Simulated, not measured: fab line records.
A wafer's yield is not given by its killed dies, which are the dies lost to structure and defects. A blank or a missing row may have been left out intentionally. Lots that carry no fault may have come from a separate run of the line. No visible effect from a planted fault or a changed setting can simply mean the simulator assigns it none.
Check of tool commonality + flow gf180mcu + Lots sampled 12, wafers sampled 36

## REASON IT WAS OPENED
3 of 12 lots carry a flag on the reading STI_CVD_03_THK at GF_STI_THK_MEAS_04. Wafers without a fault read 209.4 nm, standard deviation 2.1.
Rule: a lot is flagged in two cases, either no wafer of it has a number, or all its wafers with numbers fall more than 4 standard deviations from that mean. All remaining lots are regarded as sound.

| lot  | measured    | on            | STI_CVD_03_THK (nm), wafer by wafer | flag    |
|------|-------------|---------------|-------------------------------------|---------|
| L549 | day 1 14:33 | film_metro-01 | 210.6 211.6 210.9                   |         |
| L551 | day 1 23:34 | film_metro-01 | 213.4 212.8 211.6                   |         |
| L553 | day 2 10:18 | film_metro-03 | 169.0 166.8 164.8                   | FLAGGED |
| L554 | day 2 15:19 | film_metro-02 | 171.5 171.8 171.5                   | FLAGGED |
| L555 | day 2 19:34 | film_metro-01 | 167.0 167.1 166.7                   | FLAGGED |
| L557 | day 3 05:34 | film_metro-01 | 209.8 208.7 208.1                   |         |
| L564 | day 4 16:55 | film_metro-01 | 208.6 209.5 208.2                   |         |
| L566 | day 5 02:34 | film_metro-02 | 209.6 211.0 208.5                   |         |
| L568 | day 5 12:58 | film_metro-03 | 213.1 211.9 210.1                   |         |
| L569 | day 5 17:35 | film_metro-03 | 211.6 213.4 211.3                   |         |
| L570 | day 5 22:34 | film_metro-02 | 210.5 209.4 211.5                   |         |
| L571 | day 6 04:29 | film_metro-02 | 207.9 208.7 210.3                   |         |
The mean of the flagged lots' numbers is 168.5 nm, -40.9 nm from the usual (-19 standard deviations).

## TOOL THAT RAN EACH LOT
The record keeps 1 process step preceding the reading, out of 602 steps on the route. Each cell gives the tool, then ch followed by the chambers the sampled wafers passed through, then the start.
| lot  | flag    | GF_STI_CVD_03              |
|------|---------|----------------------------|
| L549 |         | lpcvd-02 ch 1, day 1 11:34 |
| L551 |         | lpcvd-02 ch 0, day 1 21:34 |
| L553 | FLAGGED | lpcvd-02 ch 1, day 2 08:18 |
| L554 | FLAGGED | lpcvd-02 ch 1, day 2 13:19 |
| L555 | FLAGGED | lpcvd-02 ch 0, day 2 17:34 |
| L557 |         | lpcvd-01 ch 1, day 3 03:34 |
| L564 |         | lpcvd-01 ch 0, day 4 14:54 |
| L566 |         | lpcvd-01 ch 0, day 5 00:34 |
| L568 |         | lpcvd-01 ch 0, day 5 10:58 |
| L569 |         | lpcvd-01 ch 0, day 5 15:34 |
| L570 |         | lpcvd-02 ch 0, day 5 20:34 |
| L571 |         | lpcvd-02 ch 1, day 6 02:30 |
These steps, and what they do:
- GF_STI_CVD_03: deposits Si3N4 from DCS/NH3, target thk 207.16 nm, time 3551 s.
- GF_STI_THK_MEAS_04

## FLAGGED OVER TOTAL, TOOL BY TOOL (the gauges that took the reading come last)
| step               | tool          | lots run | flagged | share of the flagged lots | sound lots run after its first flagged lot |
|--------------------|---------------|----------|---------|---------------------------|--------------------------------------------|
| GF_STI_CVD_03      | lpcvd-01      | 5        | 0       | none                      | -                                          |
| GF_STI_CVD_03      | lpcvd-02      | 7        | 3       | all                       | 2 (L570,L571)                              |
| GF_STI_THK_MEAS_04 | film_metro-01 | 5        | 1       | some                      | 2 (L557,L564)                              |
| GF_STI_THK_MEAS_04 | film_metro-02 | 4        | 1       | some                      | 3 (L566,L570,L571)                         |
| GF_STI_THK_MEAS_04 | film_metro-03 | 3        | 1       | some                      | 2 (L568,L569)                              |

## WHAT IS ALLOWED BY THE TABLE
All flagged lots share 1 row of the table, namely lpcvd-02 at GF_STI_CVD_03.
- lpcvd-02 at GF_STI_CVD_03: 3 of its 7 lots flagged. Sound lots followed the first flagged one (L570, L571) on it, something a lasting fault affecting the whole tool could not allow. On the flagged lots its readings are blank where sound lots have values: susceptor_temp_C.
There is no row in the table that ran each flagged lot and no sound lot after the first.

## WHAT THE SIMULATOR HAD PUT IN
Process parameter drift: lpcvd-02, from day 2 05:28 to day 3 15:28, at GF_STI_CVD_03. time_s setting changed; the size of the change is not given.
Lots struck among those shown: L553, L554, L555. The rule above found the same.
